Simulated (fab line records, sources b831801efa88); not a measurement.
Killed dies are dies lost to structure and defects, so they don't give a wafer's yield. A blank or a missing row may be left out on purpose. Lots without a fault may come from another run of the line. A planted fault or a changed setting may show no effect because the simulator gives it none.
Chamber matching | flow sky130 | SKY_PASSIVATION_ETCH_11 on rie_diel-04: 4 sister chambers
The step etches the open film in CF4/O2, stops on AlCu, target depth 725 nm, time 161.1 s. 8 wafers are shown with their chamber, then 9 later ones without.

WAFERS WITH THEIR CHAMBER
wafer  | chamber | drypump_motor_current_A (A) | oes_product_au (a.u.)
L075.2 | 1       | 6.1                         | 0.981
L079.5 | 0       | 5.5                         | 0.985
L087.3 | 3       | 6.1                         | 0.967
L087.5 | 3       | 6.1                         | 0.977
L087.6 | 0       | 5.5                         | 0.975
L088.2 | 2       | 5.6                         | 0.979
L088.4 | 1       | 6.1                         | 0.980
L088.5 | 2       | 5.5                         | 0.982

WAFERS WITHOUT THEIR CHAMBER
wafer  | drypump_motor_current_A (A) | oes_product_au (a.u.)
L091.2 | 5.5                         | 0.983
L091.3 | 5.5                         | 0.986
L091.4 | 5.5                         | 0.976
L095.2 | 5.5                         | 0.973
L095.5 | 5.5                         | 0.978
L095.6 | 5.5                         | 0.979
L097.1 | 5.5                         | 0.976
L097.2 | 6.1                         | 0.985
L097.4 | 5.5                         | 0.989

WHICH CHAMBER EACH WENT THROUGH
wafer  | from the rows above     | in truth
L091.2 | can't be placed: 0 or 2 | 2
L091.3 | can't be placed: 0 or 2 | 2
L091.4 | can't be placed: 0 or 2 | 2
L095.2 | can't be placed: 0 or 2 | 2
L095.5 | can't be placed: 0 or 2 | 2
L095.6 | can't be placed: 0 or 2 | 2
L097.1 | can't be placed: 0 or 2 | 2
L097.2 | can't be placed: 1 or 3 | 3
L097.4 | can't be placed: 0 or 2 | 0
Placed correctly: 0 of 9. Can't be placed from these rows: 9 (the true chamber is among the candidates in 9). Placed wrongly: 0.
How it was worked out, from the rows above alone: a wafer's distance from a chamber is the root of the sum, over the readings, of the square of ((its reading less the chamber's mean) divided by the reading's scatter). The wafer belongs to the nearest chamber; if the next one is less than 2 further off, it can't be placed. A chamber's mean is the mean of its shown wafers. The scatter: the root of (the sum of the squares of (reading less its chamber's mean) over the shown wafers, divided by (wafers less chambers)).
